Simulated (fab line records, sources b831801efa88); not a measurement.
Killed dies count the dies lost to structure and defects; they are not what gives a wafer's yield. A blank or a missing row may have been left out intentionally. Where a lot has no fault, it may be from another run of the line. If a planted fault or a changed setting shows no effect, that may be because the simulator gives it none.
One fault through the eyes of 2 desks    flow gf180mcu    each desk holds nothing but its own numbers, with what lay behind them at the end

## FROM THE METROLOGY DESK
Lot by lot, what the gauges showed, no matter which tool ran the lot: averages of those sampled wafers that carry a number. A lot is out of limits, marked OUT, if its mean lies more than 4 standard deviations from the usual mean; the brackets give that distance.
Columns: A = HV_LDD_3_TW at GF_HV_LDD_TW_MEAS_38, usual 1442; B = cd-nm at GF_HV_LDD_CD_MEAS_46, usual 400.5 nm; C = HV_LDD_03_OVL at GF_HV_LDD_OVL_MEAS_47, usual -1.2 nm
lot   first seen here  A     B      C
L959  day 13 14:08     1436  400.1  -2.5
L962  day 14 15:05     1453  402.0  -1.8
L970  day 17 01:14     1437  401.5  1.8
L972  day 17 18:25     1465  399.6  -2.4
L975  day 18 21:34     1427  397.5  -1.7
L976  day 19 03:33     1454  399.0  0.9
This desk's verdict: no lot among the 6 shows anything out of limits.

## FOR THE TOOL OWNER'S DESK: implanter-03
For each lot that ran on this tool, the mean over its sampled wafers that have a number, from the tool's own readings at GF_HV_LDD_IMPLANT_48. A lot is out of limits, marked OUT, if its mean lies more than 4 standard deviations from the usual mean; the brackets give that distance.
Columns: A = dose-ions-cm2 at GF_HV_LDD_IMPLANT_48, usual 3e+13
lot   first seen here  A
L962  day 15 11:59     3e+13
L970  day 18 00:11     3e+13 (-31) OUT
L972  day 18 18:43     3e+13 (-30) OUT
Finding of this desk: L970, L972 out of limits; the first was L970 at day 18 00:11, on dose-ions-cm2 at GF_HV_LDD_IMPLANT_48. L962 stayed within limits.

## ALL TOGETHER
The tool owner's desk had the chance to raise an alarm at day 18 00:11 on L970, L972.
The metrology desk saw nothing out of limits.
The metrology desk holds a record of L970, L972, inside its limits.
Of the lots named, all ran GF_HV_LDD_IMPLANT_48 on implanter-03.

## WHAT THE SIMULATOR HAD INSERTED
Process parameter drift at GF_HV_LDD_IMPLANT_48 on implanter-03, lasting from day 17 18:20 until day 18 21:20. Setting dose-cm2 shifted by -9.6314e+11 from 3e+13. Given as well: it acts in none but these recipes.
Lots struck among those shown: L970, L972.
Delay in hours, fault start to first out-of-limits reading, by desk: the tool owner's desk at 6.
